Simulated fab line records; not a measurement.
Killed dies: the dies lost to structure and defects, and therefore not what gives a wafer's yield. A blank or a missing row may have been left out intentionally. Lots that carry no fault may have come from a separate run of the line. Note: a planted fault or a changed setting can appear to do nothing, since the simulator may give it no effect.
2 desks, one fault ; flow sky130 ; only its own numbers are on each desk; what lay behind them is given at the end

== THE METROLOGY DESK ==
Lot by lot, what the gauges showed, no matter which tool ran the lot: averages of those sampled wafers that carry a number. Marked OUT: a lot whose mean sits more than 4 standard deviations from the usual mean, which makes it out of limits; the brackets give that distance.
Columns: A = cd nm at SKY_LDD_P_CD_MEAS_07, usual 379.4 nm; B = LDD_HVN_TW at SKY_LDD_HVN_TW_MEAS_10, usual 1450; C = LDD_HVP_OVL at SKY_LDD_HVP_OVL_MEAS_07, usual 0.9 nm
lot;first seen here;A;B;C
L119;day 20 10:22;379.7;1457;0.6
L120;day 20 23:33;378.0;1458;0.4
L121;day 21 03:01;378.0;1455;1.7
L123;day 21 17:45;382.8;1462;-3.1
L124;day 22 08:46;380.5;1442;2.2
L130;day 24 16:48;377.6;1098 (-35) OUT;1.3
L131;day 24 19:22;380.5;1470;1.4
L132;day 25 05:12;377.7;1085 (-37) OUT;-0.1
L133;day 25 06:15;378.7;1445;2.4
L134;day 25 15:19;380.4;1466;1.2
L136;day 26 16:54;379.1;1443;-0.6
L137;day 26 20:22;375.1;1441;3.2
L139;day 27 07:45;380.0;1442;1.1
This desk finds L130, L132 out of limits, with the earliest case on L130 at day 25 22:28 (LDD_HVN_TW at SKY_LDD_HVN_TW_MEAS_10). L119, L120, L121, L123, L124, L131, L133, L134, L136, L137, L139: within limits.

== TOOL OWNER'S DESK, implanter-01 ==
The tool's own readings at SKY_LDD_HVN_IMPLANT_08: means of the sampled wafers that have a number, for each lot that ran on this tool. Marked OUT: a lot whose mean sits more than 4 standard deviations from the usual mean, which makes it out of limits; the brackets give that distance.
Columns: A = dose ions cm2 at SKY_LDD_HVN_IMPLANT_08, usual 3.001e+13; B = faraday current uA at SKY_LDD_HVN_IMPLANT_08, usual 169
lot;first seen here;A;B
L119;day 21 17:07;3.001e+13;169
L123;day 23 00:23;3.000e+13;170
L124;day 23 14:25;3.000e+13;170
L130;day 25 22:13;1.226e+13 (-99 or more) OUT;69 (-30) OUT
L132;day 26 10:29;1.223e+13 (-99 or more) OUT;68 (-31) OUT
This desk finds L130, L132 out of limits, L130 being first, at day 25 22:13 (dose ions cm2 at SKY_LDD_HVN_IMPLANT_08). L119, L123, L124: within limits.

== BROUGHT TOGETHER ==
An alarm could have come from the tool owner's desk at day 25 22:13, on L130, L132.
An alarm was possible from the metrology desk at day 25 22:28, on L130, L132.
Of the lots named, all ran SKY_LDD_HVN_IMPLANT_08 on implanter-01.

== WHAT THE SIMULATOR HAD INSERTED ==
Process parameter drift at SKY_LDD_HVN_IMPLANT_08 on implanter-01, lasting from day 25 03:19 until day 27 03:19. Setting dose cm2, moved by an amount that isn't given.
Shown lots that were struck: L130, L132.
Time in hours from fault onset to the first out-of-limits reading at each desk: tool owner's desk 19, metrology desk 19.
